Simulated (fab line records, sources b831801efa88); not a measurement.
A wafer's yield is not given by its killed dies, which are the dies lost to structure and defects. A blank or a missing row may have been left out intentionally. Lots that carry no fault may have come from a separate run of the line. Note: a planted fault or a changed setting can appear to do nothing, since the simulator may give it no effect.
The tool behind it: which one? / flow sky130 / 24 lots, 72 wafers sampled, at 6 steps of a route of 708

== WHAT THE GAUGES READ, wafer by wafer ==
SKY_VIA2_RS_MEAS_22: a four-point-probe measurement.
lot=L074; measured=day 36 07:22; on=film-metro-03; VIA2_W_RS (ohm/sq)=0.2900 0.2853 0.2858
lot=L075; measured=day 36 09:49; on=film-metro-01; VIA2_W_RS (ohm/sq)=0.2888 0.2858 0.2923
lot=L076; measured=day 37 09:54; on=film-metro-01; VIA2_W_RS (ohm/sq)=0.2905 0.2871 0.2894
lot=L077; measured=day 37 11:17; on=film-metro-01; VIA2_W_RS (ohm/sq)=0.2854 0.2859 0.2875
lot=L078; measured=day 37 12:23; on=film-metro-03; VIA2_W_RS (ohm/sq)=0.2820 0.2858 0.2856
lot=L079; measured=day 37 22:48; on=film-metro-01; VIA2_W_RS (ohm/sq)=0.2853 0.2901 0.2859
lot=L080; measured=day 38 06:51; on=film-metro-03; VIA2_W_RS (ohm/sq)=0.2896 0.2870 0.2906
lot=L081; measured=day 38 18:40; on=film-metro-01; VIA2_W_RS (ohm/sq)=0.2878 0.2911 0.2891
lot=L082; measured=day 38 19:40; on=film-metro-01; VIA2_W_RS (ohm/sq)=0.2911 0.2938 0.2901
lot=L083; measured=day 39 09:01; on=film-metro-01; VIA2_W_RS (ohm/sq)=0.2902 0.2919 0.2871
lot=L085; measured=day 39 18:19; on=film-metro-01; VIA2_W_RS (ohm/sq)=0.2857 0.2882 0.2867
lot=L084; measured=day 39 18:35; on=film-metro-01; VIA2_W_RS (ohm/sq)=0.2830 0.2842 0.2869
lot=L086; measured=day 39 23:22; on=film-metro-03; VIA2_W_RS (ohm/sq)=0.2884 0.2881 0.2883
lot=L087; measured=day 40 15:17; on=film-metro-01; VIA2_W_RS (ohm/sq)=0.2862 0.2842 0.2853
lot=L088; measured=day 40 22:56; on=film-metro-02; VIA2_W_RS (ohm/sq)=0.2848 0.2851 0.2848
lot=L089; measured=day 41 07:44; on=film-metro-03; VIA2_W_RS (ohm/sq)=0.2888 0.2915 0.2897
lot=L090; measured=day 41 10:28; on=film-metro-01; VIA2_W_RS (ohm/sq)=0.2895 0.2878 0.2891
lot=L091; measured=day 41 14:46; on=film-metro-02; VIA2_W_RS (ohm/sq)=0.2862 0.2893 0.2897
lot=L092; measured=day 41 20:14; on=film-metro-01; VIA2_W_RS (ohm/sq)=0.2878 0.2883 0.2888
lot=L093; measured=day 41 23:15; on=film-metro-01; VIA2_W_RS (ohm/sq)=0.2853 0.2861 0.2914
lot=L094; measured=day 42 06:46; on=film-metro-02; VIA2_W_RS (ohm/sq)=0.2818 0.2831 0.2825
lot=L095; measured=day 42 14:07; on=film-metro-01; VIA2_W_RS (ohm/sq)=0.2879 0.2869 0.2893
lot=L096; measured=day 43 16:16; on=film-metro-01; VIA2_W_RS (ohm/sq)=0.2868 0.2911 0.2914
lot=L097; measured=day 43 16:59; on=film-metro-02; VIA2_W_RS (ohm/sq)=0.2858 0.2837 0.2911

SKY_CAPM_OVL_MEAS_12.
lot=L074; measured=day 37 10:59; on=overlay-01; CAPM_OVL (nm)=0.6 -1.9 -2.9
lot=L075; measured=day 37 12:01; on=overlay-02; CAPM_OVL (nm)=-2.1 0.8 1.6
lot=L076; measured=day 38 11:51; on=overlay-01; CAPM_OVL (nm)=-1.4 -1.2 -3.8
lot=L077; measured=day 38 13:16; on=overlay-02; CAPM_OVL (nm)=1.7 -1.0 0.7
lot=L078; measured=day 38 14:55; on=overlay-01; CAPM_OVL (nm)=0.4 0.5 -0.9
lot=L079; measured=day 39 00:49; on=overlay-02; CAPM_OVL (nm)=0.9 0.0 0.4
lot=L080; measured=day 39 08:43; on=overlay-02; CAPM_OVL (nm)=1.0 -0.9 -2.0
lot=L081; measured=day 39 20:09; on=overlay-02; CAPM_OVL (nm)=-0.9 -2.0 -0.9
lot=L082; measured=day 39 20:59; on=overlay-01; CAPM_OVL (nm)=-1.8 2.0 1.8
lot=L083; measured=day 40 09:49; on=overlay-02; CAPM_OVL (nm)=-0.5 -0.1 -1.0
lot=L085; measured=day 40 19:22; on=overlay-01; CAPM_OVL (nm)=-1.6 -0.8 -0.4
lot=L084; measured=day 40 19:57; on=overlay-01; CAPM_OVL (nm)=0.4 -0.2 1.0
lot=L086; measured=day 41 00:24; on=overlay-02; CAPM_OVL (nm)=0.4 -0.9 -1.6
lot=L087; measured=day 41 15:38; on=overlay-01; CAPM_OVL (nm)=1.1 0.8 0.7
lot=L088; measured=day 41 23:05; on=overlay-01; CAPM_OVL (nm)=-0.8 -0.3 0.5
lot=L089; measured=day 42 06:54; on=overlay-01; CAPM_OVL (nm)=-1.0 0.3 -0.3
lot=L090; measured=day 42 09:38; on=overlay-02; CAPM_OVL (nm)=2.2 2.1 1.5
lot=L091; measured=day 42 14:47; on=overlay-01; CAPM_OVL (nm)=-1.8 -1.0 -1.7
lot=L092; measured=day 42 20:26; on=overlay-01; CAPM_OVL (nm)=-1.6 -0.6 -1.8
lot=L093; measured=day 42 23:16; on=overlay-02; CAPM_OVL (nm)=1.6 -0.2 0.0
lot=L094; measured=day 43 06:26; on=overlay-02; CAPM_OVL (nm)=-2.3 -1.6 -1.0
lot=L095; measured=day 43 13:21; on=overlay-02; CAPM_OVL (nm)=1.5 0.8 0.2
lot=L096; measured=day 44 15:50; on=overlay-01; CAPM_OVL (nm)=0.9 -2.1 -0.9
lot=L097; measured=day 44 16:44; on=overlay-01; CAPM_OVL (nm)=-2.2 -1.0 -2.5

SKY_VIA3_OVL_MEAS_13.
lot=L074; measured=day 39 14:56; on=overlay-02; VIA3_OVL (nm)=1 -1 -5
lot=L075; measured=day 39 16:11; on=overlay-01; VIA3_OVL (nm)=-6 6 7
lot=L076; measured=day 40 15:53; on=overlay-01; VIA3_OVL (nm)=-3 -5 -4
lot=L077; measured=day 40 16:31; on=overlay-02; VIA3_OVL (nm)=-12 -11 -5
lot=L078; measured=day 40 18:06; on=overlay-01; VIA3_OVL (nm)=-9 -9 -3
lot=L079; measured=day 41 03:58; on=overlay-02; VIA3_OVL (nm)=-3 -3 -2
lot=L080; measured=day 41 10:20; on=overlay-01; VIA3_OVL (nm)=-1 -2 -4
lot=L081; measured=day 41 22:59; on=overlay-01; VIA3_OVL (nm)=3 3 7
lot=L082; measured=day 41 23:20; on=overlay-02; VIA3_OVL (nm)=0 -6 1
lot=L083; measured=day 42 11:50; on=overlay-01; VIA3_OVL (nm)=2 -5 -5
lot=L085; measured=day 42 20:55; on=overlay-02; VIA3_OVL (nm)=9 7 4
lot=L084; measured=day 42 21:38; on=overlay-02; VIA3_OVL (nm)=-8 -4 -13
lot=L086; measured=day 43 01:48; on=overlay-02; VIA3_OVL (nm)=0 -2 6
lot=L087; measured=day 43 14:59; on=overlay-01; VIA3_OVL (nm)=-5 -3 -4
lot=L088; measured=day 43 23:28; on=overlay-02; VIA3_OVL (nm)=-5 -8 1
lot=L089; measured=day 44 06:31; on=overlay-02; VIA3_OVL (nm)=-10 1 -3
lot=L090; measured=day 44 08:47; on=overlay-02; VIA3_OVL (nm)=-2 -3 -7
lot=L091; measured=day 44 13:35; on=overlay-01; VIA3_OVL (nm)=0 5 6
lot=L092; measured=day 44 19:16; on=overlay-01; VIA3_OVL (nm)=5 3 3
lot=L093; measured=day 44 22:23; on=overlay-01; VIA3_OVL (nm)=-3 -7 -6
lot=L094; measured=day 45 04:40; on=overlay-01; VIA3_OVL (nm)=-7 -2 -6
lot=L095; measured=day 45 10:59; on=overlay-02; VIA3_OVL (nm)=3 -4 0
lot=L096; measured=day 46 12:10; on=overlay-01; VIA3_OVL (nm)=1 9 4
lot=L097; measured=day 46 13:53; on=overlay-02; VIA3_OVL (nm)=5 7 6

SKY_PASSIVATION_THK_MEAS_03.
lot=L074; measured=day 43 19:24; on=film-metro-02; PASSIVATION_CVD_02_THK (nm)=539 539 551
lot=L075; measured=day 43 19:49; on=film-metro-03; PASSIVATION_CVD_02_THK (nm)=536 542 537
lot=L076; measured=day 44 17:41; on=film-metro-03; PASSIVATION_CVD_02_THK (nm)=525 539 534
lot=L077; measured=day 44 17:57; on=film-metro-02; PASSIVATION_CVD_02_THK (nm)=542 535 545
lot=L078; measured=day 44 19:26; on=film-metro-04; PASSIVATION_CVD_02_THK (nm)=531 534 542
lot=L079; measured=day 45 03:16; on=film-metro-03; PASSIVATION_CVD_02_THK (nm)=538 540 541
lot=L080; measured=day 45 09:17; on=film-metro-04; PASSIVATION_CVD_02_THK (nm)=537 536 550
lot=L081; measured=day 45 23:55; on=film-metro-03; PASSIVATION_CVD_02_THK (nm)=535 539 553
lot=L082; measured=day 45 23:52; on=film-metro-04; PASSIVATION_CVD_02_THK (nm)=539 541 540
lot=L083; measured=day 46 08:34; on=film-metro-04; PASSIVATION_CVD_02_THK (nm)=535 533 546
lot=L085; measured=day 46 16:27; on=film-metro-02; PASSIVATION_CVD_02_THK (nm)=538 541 545
lot=L084; measured=day 46 18:22; on=film-metro-02; PASSIVATION_CVD_02_THK (nm)=531 544 535
lot=L086; measured=day 46 22:34; on=film-metro-02; PASSIVATION_CVD_02_THK (nm)=536 540 546
lot=L087; measured=day 47 10:09; on=film-metro-02; PASSIVATION_CVD_02_THK (nm)=544 548 548
lot=L088; measured=day 47 18:05; on=film-metro-02; PASSIVATION_CVD_02_THK (nm)=532 548 543
lot=L089; measured=day 47 23:17; on=film-metro-03; PASSIVATION_CVD_02_THK (nm)=524 524 539
lot=L090; measured=day 48 02:07; on=film-metro-03; PASSIVATION_CVD_02_THK (nm)=529 538 543
lot=L091; measured=day 48 05:53; on=film-metro-04; PASSIVATION_CVD_02_THK (nm)=534 525 537
lot=L092; measured=day 48 10:03; on=film-metro-03; PASSIVATION_CVD_02_THK (nm)=536 532 548
lot=L093; measured=day 48 13:08; on=film-metro-04; PASSIVATION_CVD_02_THK (nm)=530 541 542
lot=L094; measured=day 48 18:04; on=film-metro-04; PASSIVATION_CVD_02_THK (nm)=544 549 544
lot=L095; measured=day 48 23:38; on=film-metro-02; PASSIVATION_CVD_02_THK (nm)=542 541 544
lot=L096; measured=day 49 20:11; on=film-metro-02; PASSIVATION_CVD_02_THK (nm)=532 532 534
lot=L097; measured=day 49 22:49; on=film-metro-03; PASSIVATION_CVD_02_THK (nm)=535 550 545

== WHAT TOOL EACH LOT RAN ON (gives the tool, then ch and the chambers of the sampled wafers, and finally the start) ==
lot=L074; SKY_VIA3_STRIP_16=plasma-asher-02 ch 0,1, day 39 15:04; SKY_METAL5_DESCUM_14=rie-metal-02 ch 0,1, day 43 18:13
lot=L075; SKY_VIA3_STRIP_16=plasma-asher-02 ch 0,1, day 39 16:20; SKY_METAL5_DESCUM_14=rie-metal-01 ch 0,1, day 43 18:25
lot=L076; SKY_VIA3_STRIP_16=plasma-asher-02 ch 0,1, day 40 16:03; SKY_METAL5_DESCUM_14=rie-metal-04 ch 0,1, day 44 16:27
lot=L077; SKY_VIA3_STRIP_16=plasma-asher-03 ch 0,1, day 40 16:39; SKY_METAL5_DESCUM_14=rie-metal-01 ch 0,1, day 44 16:44
lot=L078; SKY_VIA3_STRIP_16=plasma-asher-02 ch 0,1, day 40 18:14; SKY_METAL5_DESCUM_14=rie-metal-04 ch 0,1, day 44 18:11
lot=L079; SKY_VIA3_STRIP_16=plasma-asher-03 ch 0,1, day 41 04:08; SKY_METAL5_DESCUM_14=rie-metal-01 ch 0,1, day 45 02:05
lot=L080; SKY_VIA3_STRIP_16=plasma-asher-03 ch 1, day 41 10:28; SKY_METAL5_DESCUM_14=rie-metal-04 ch 0,1, day 45 08:07
lot=L081; SKY_VIA3_STRIP_16=plasma-asher-03 ch 0,1, day 41 23:08; SKY_METAL5_DESCUM_14=rie-metal-04 ch 0,1, day 45 22:44
lot=L082; SKY_VIA3_STRIP_16=plasma-asher-03 ch 0,1, day 41 23:32; SKY_METAL5_DESCUM_14=rie-metal-02 ch 0,1, day 45 22:34
lot=L083; SKY_VIA3_STRIP_16=plasma-asher-02 ch 0,1, day 42 11:58; SKY_METAL5_DESCUM_14=rie-metal-01 ch 1, day 46 07:05
lot=L085; SKY_VIA3_STRIP_16=plasma-asher-03 ch 0,1, day 42 21:03; SKY_METAL5_DESCUM_14=rie-metal-04 ch 0,1, day 46 15:14
lot=L084; SKY_VIA3_STRIP_16=plasma-asher-03 ch 0,1, day 42 21:46; SKY_METAL5_DESCUM_14=rie-metal-02 ch 0,1, day 46 17:10
lot=L086; SKY_VIA3_STRIP_16=plasma-asher-03 ch 0,1, day 43 01:58; SKY_METAL5_DESCUM_14=rie-metal-01 ch 0,1, day 46 21:23
lot=L087; SKY_VIA3_STRIP_16=plasma-asher-04 ch 0,1, day 43 15:09; SKY_METAL5_DESCUM_14=rie-metal-04 ch 0,1, day 47 08:46
lot=L088; SKY_VIA3_STRIP_16=plasma-asher-03 ch 1, day 43 23:36; SKY_METAL5_DESCUM_14=rie-metal-02 ch 0,1, day 47 16:53
lot=L089; SKY_VIA3_STRIP_16=plasma-asher-03 ch 0,1, day 44 06:39; SKY_METAL5_DESCUM_14=rie-metal-02 ch 0,1, day 47 22:04
lot=L090; SKY_VIA3_STRIP_16=plasma-asher-02 ch 0,1, day 44 08:57; SKY_METAL5_DESCUM_14=rie-metal-04 ch 0,1, day 48 00:56
lot=L091; SKY_VIA3_STRIP_16=plasma-asher-02 ch 0,1, day 44 13:43; SKY_METAL5_DESCUM_14=rie-metal-02 ch 0,1, day 48 04:40
lot=L092; SKY_VIA3_STRIP_16=plasma-asher-02 ch 0,1, day 44 19:24; SKY_METAL5_DESCUM_14=rie-metal-01 ch 0, day 48 08:46
lot=L093; SKY_VIA3_STRIP_16=plasma-asher-03 ch 0,1, day 44 22:31; SKY_METAL5_DESCUM_14=rie-metal-01 ch 0,1, day 48 11:55
lot=L094; SKY_VIA3_STRIP_16=plasma-asher-04 ch 0,1, day 45 04:48; SKY_METAL5_DESCUM_14=rie-metal-02 ch 0,1, day 48 16:44
lot=L095; SKY_VIA3_STRIP_16=plasma-asher-02 ch 0,1, day 45 11:07; SKY_METAL5_DESCUM_14=rie-metal-04 ch 0,1, day 48 22:19
lot=L096; SKY_VIA3_STRIP_16=plasma-asher-02 ch 0,1, day 46 12:18; SKY_METAL5_DESCUM_14=rie-metal-02 ch 1, day 49 18:44
lot=L097; SKY_VIA3_STRIP_16=plasma-asher-04 ch 0,1, day 46 14:01; SKY_METAL5_DESCUM_14=rie-metal-02 ch 1, day 49 21:17
- SKY_VIA3_STRIP_16: strips in O2/N2.
- SKY_METAL5_DESCUM_14: chemistry O2, time 11 s.

== WHAT THE TOOLS THEMSELVES READ (means of the sampled wafers that have a number; where no wafer has one, the mark that the record gives instead) ==
SKY_VIA3_STRIP_16.
lot=L074; tool=plasma-asher-02; drypump-motor-current-A (A)=5.81; oes-product-au (a.u.)=0.399; strip-time-to-endpoint-s (s)=4.096
lot=L075; tool=plasma-asher-02; drypump-motor-current-A (A)=5.82; oes-product-au (a.u.)=0.407; strip-time-to-endpoint-s (s)=4.158
lot=L076; tool=plasma-asher-02; drypump-motor-current-A (A)=5.52; oes-product-au (a.u.)=0.408; strip-time-to-endpoint-s (s)=4.137
lot=L077; tool=plasma-asher-03; drypump-motor-current-A (A)=5.65; oes-product-au (a.u.)=0.399; strip-time-to-endpoint-s (s)=4.103
lot=L078; tool=plasma-asher-02; drypump-motor-current-A (A)=5.80; oes-product-au (a.u.)=0.404; strip-time-to-endpoint-s (s)=4.149
lot=L079; tool=plasma-asher-03; drypump-motor-current-A (A)=5.69; oes-product-au (a.u.)=0.399; strip-time-to-endpoint-s (s)=4.167
lot=L080; tool=plasma-asher-03; drypump-motor-current-A (A)=5.68; oes-product-au (a.u.)=0.401; strip-time-to-endpoint-s (s)=4.117
lot=L081; tool=plasma-asher-03; drypump-motor-current-A (A)=5.70; oes-product-au (a.u.)=0.401; strip-time-to-endpoint-s (s)=4.128
lot=L082; tool=plasma-asher-03; drypump-motor-current-A (A)=5.66; oes-product-au (a.u.)=0.401; strip-time-to-endpoint-s (s)=4.120
lot=L083; tool=plasma-asher-02; drypump-motor-current-A (A)=5.52; oes-product-au (a.u.)=0.409; strip-time-to-endpoint-s (s)=4.142
lot=L085; tool=plasma-asher-03; drypump-motor-current-A (A)=5.67; oes-product-au (a.u.)=0.404; strip-time-to-endpoint-s (s)=4.134
lot=L084; tool=plasma-asher-03; drypump-motor-current-A (A)=5.68; oes-product-au (a.u.)=0.402; strip-time-to-endpoint-s (s)=4.130
lot=L086; tool=plasma-asher-03; drypump-motor-current-A (A)=5.68; oes-product-au (a.u.)=0.405; strip-time-to-endpoint-s (s)=4.131
lot=L087; tool=plasma-asher-04; drypump-motor-current-A (A)=5.73; oes-product-au (a.u.)=0.403; strip-time-to-endpoint-s (s)=4.120
lot=L088; tool=plasma-asher-03; drypump-motor-current-A (A)=5.64; oes-product-au (a.u.)=0.408; strip-time-to-endpoint-s (s)=4.136
lot=L089; tool=plasma-asher-03; drypump-motor-current-A (A)=5.67; oes-product-au (a.u.)=0.399; strip-time-to-endpoint-s (s)=4.143
lot=L090; tool=plasma-asher-02; drypump-motor-current-A (A)=5.53; oes-product-au (a.u.)=0.399; strip-time-to-endpoint-s (s)=4.120
lot=L091; tool=plasma-asher-02; drypump-motor-current-A (A)=5.53; oes-product-au (a.u.)=0.403; strip-time-to-endpoint-s (s)=4.137
lot=L092; tool=plasma-asher-02; drypump-motor-current-A (A)=5.51; oes-product-au (a.u.)=0.400; strip-time-to-endpoint-s (s)=4.111
lot=L093; tool=plasma-asher-03; drypump-motor-current-A (A)=5.68; oes-product-au (a.u.)=0.405; strip-time-to-endpoint-s (s)=4.102
lot=L094; tool=plasma-asher-04; drypump-motor-current-A (A)=5.62; oes-product-au (a.u.)=0.401; strip-time-to-endpoint-s (s)=4.107
lot=L095; tool=plasma-asher-02; drypump-motor-current-A (A)=5.84; oes-product-au (a.u.)=0.402; strip-time-to-endpoint-s (s)=4.129
lot=L096; tool=plasma-asher-02; drypump-motor-current-A (A)=5.84; oes-product-au (a.u.)=0.401; strip-time-to-endpoint-s (s)=4.117
lot=L097; tool=plasma-asher-04; drypump-motor-current-A (A)=5.73; oes-product-au (a.u.)=0.403; strip-time-to-endpoint-s (s)=4.118

SKY_METAL5_DESCUM_14.
lot=L074; tool=rie-metal-02; drypump-motor-current-A (A)=5.1; oes-product-au (a.u.)=1.004; rf-fwd-power-W (W)=147.2
lot=L075; tool=rie-metal-01; drypump-motor-current-A (A)=6.4; oes-product-au (a.u.)=1.009; rf-fwd-power-W (W)=146.7
lot=L076; tool=rie-metal-04; drypump-motor-current-A (A)=5.8; oes-product-au (a.u.)=0.990; rf-fwd-power-W (W)=146.7
lot=L077; tool=rie-metal-01; drypump-motor-current-A (A)=6.4; oes-product-au (a.u.)=1.002; rf-fwd-power-W (W)=147.0
lot=L078; tool=rie-metal-04; drypump-motor-current-A (A)=5.8; oes-product-au (a.u.)=0.988; rf-fwd-power-W (W)=147.1
lot=L079; tool=rie-metal-01; drypump-motor-current-A (A)=6.4; oes-product-au (a.u.)=0.999; rf-fwd-power-W (W)=146.8
lot=L080; tool=rie-metal-04; drypump-motor-current-A (A)=5.6; oes-product-au (a.u.)=1.003; rf-fwd-power-W (W)=146.9
lot=L081; tool=rie-metal-04; drypump-motor-current-A (A)=5.8; oes-product-au (a.u.)=0.993; rf-fwd-power-W (W)=147.3
lot=L082; tool=rie-metal-02; drypump-motor-current-A (A)=5.1; oes-product-au (a.u.)=1.012; rf-fwd-power-W (W)=146.8
lot=L083; tool=rie-metal-01; drypump-motor-current-A (A)=6.4; oes-product-au (a.u.)=0.998; rf-fwd-power-W (W)=146.7
lot=L085; tool=rie-metal-04; drypump-motor-current-A (A)=5.8; oes-product-au (a.u.)=0.997; rf-fwd-power-W (W)=146.3
lot=L084; tool=rie-metal-02; drypump-motor-current-A (A)=5.1; oes-product-au (a.u.)=0.994; rf-fwd-power-W (W)=146.9
lot=L086; tool=rie-metal-01; drypump-motor-current-A (A)=6.4; oes-product-au (a.u.)=1.014; rf-fwd-power-W (W)=147.1
lot=L087; tool=rie-metal-04; drypump-motor-current-A (A)=5.8; oes-product-au (a.u.)=0.988; rf-fwd-power-W (W)=146.7
lot=L088; tool=rie-metal-02; drypump-motor-current-A (A)=5.1; oes-product-au (a.u.)=0.992; rf-fwd-power-W (W)=147.0
lot=L089; tool=rie-metal-02; drypump-motor-current-A (A)=5.1; oes-product-au (a.u.)=0.999; rf-fwd-power-W (W)=146.8
lot=L090; tool=rie-metal-04; drypump-motor-current-A (A)=5.6; oes-product-au (a.u.)=0.999; rf-fwd-power-W (W)=146.6
lot=L091; tool=rie-metal-02; drypump-motor-current-A (A)=5.1; oes-product-au (a.u.)=0.997; rf-fwd-power-W (W)=147.0
lot=L092; tool=rie-metal-01; drypump-motor-current-A (A)=6.4; oes-product-au (a.u.)=1.006; rf-fwd-power-W (W)=147.0
lot=L093; tool=rie-metal-01; drypump-motor-current-A (A)=6.4; oes-product-au (a.u.)=1.002; rf-fwd-power-W (W)=147.0
lot=L094; tool=rie-metal-02; drypump-motor-current-A (A)=5.1; oes-product-au (a.u.)=0.998; rf-fwd-power-W (W)=147.1
lot=L095; tool=rie-metal-04; drypump-motor-current-A (A)=5.8; oes-product-au (a.u.)=0.993; rf-fwd-power-W (W)=146.9
lot=L096; tool=rie-metal-02; drypump-motor-current-A (A)=5.0; oes-product-au (a.u.)=1.004; rf-fwd-power-W (W)=147.0
lot=L097; tool=rie-metal-02; drypump-motor-current-A (A)=5.0; oes-product-au (a.u.)=1.007; rf-fwd-power-W (W)=146.1

== THE ANSWER, worked out from the rows above alone ==
Rule: the lots themselves supply what counts as usual. The widest of any qualifying gaps counts: lots, ordered by their means at a reading, are off when they make up no more than a third of the lots, leave a main group of 4 or more, and stand apart from it by 3 or more times the standard deviation of that group's means. The tables above print the reading to a certain number of digits; a main group whose means all agree to those digits is not used. Also off: a lot with no number at a reading for which 4 or more lots have one. All remaining lots with rows at the step are treated as sound. After the gauges, taken in route order, come the tools' own readings; for these a lot's mean is taken, as printed above. The first step at which some lot is off is used, and at that step the reading that is off furthest; a lot without a number counts as furthest.
None of the lots is off at any reading shown; this tells nothing.

== WHAT THE SIMULATOR HAD INSERTED ==
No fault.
